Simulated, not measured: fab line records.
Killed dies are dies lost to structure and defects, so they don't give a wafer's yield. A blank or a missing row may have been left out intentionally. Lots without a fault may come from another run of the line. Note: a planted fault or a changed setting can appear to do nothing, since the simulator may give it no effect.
Which tool was responsible?	flow sky130	6 lots, 18 wafers sampled, at 2 steps of a route of 708

WHAT EACH GAUGE READ, for each wafer
SKY_LI_CONTACT_THK_MEAS_01.
lot	measured	on	LI_CONTACT_HDPCVD_THK (nm)
L684	day 31 08:19	film_metro-01	924 932 933
L687	day 31 22:26	film_metro-01	942 955 939
L689	day 32 12:03	film_metro-03	921 923 932
L692	day 33 21:49	film_metro-04	948 930 944
L694	day 34 03:52	film_metro-04	920 927 922
L696	day 34 19:22	film_metro-04	921 908 908

EACH LOT AND THE TOOL THAT RAN IT (in order: tool; ch and the chambers of the sampled wafers; start)
lot	SKY_SONOS_ONO_WET_ETCH_18
L684	wet_bench-01 ch 3, day 15 23:03
L687	wet_bench-02 ch 3, day 16 17:04
L689	wet_bench-01 ch 3, day 17 06:32
L692	wet_bench-01 ch 2, day 18 20:30
L694	wet_bench-01 ch 1, day 19 01:15
L696	wet_bench-02 ch 0, day 19 20:09
- SKY_SONOS_ONO_WET_ETCH_18: etches Si3N4 in H3PO4, target depth 15 nm, time 172 s.

THE ANSWER, worked out from the rows above alone
Rule: what is usual is taken from the lots themselves. Put in order of their means at a reading, lots are off if they are a third of the lots or fewer, leave a main group of 4 or more, and stand apart from it by a gap of 3 or more times the standard deviation of the main group's means; of several such gaps the widest counts. The tables above print the reading to a certain number of digits; a main group whose means all agree to those digits is not used. Also off: a lot with no number at a reading for which 4 or more lots have one. Any other lot the step has rows for is counted as sound.
None of the lots is off at any reading shown; this tells nothing.

WHAT WAS PUT IN BY THE SIMULATOR
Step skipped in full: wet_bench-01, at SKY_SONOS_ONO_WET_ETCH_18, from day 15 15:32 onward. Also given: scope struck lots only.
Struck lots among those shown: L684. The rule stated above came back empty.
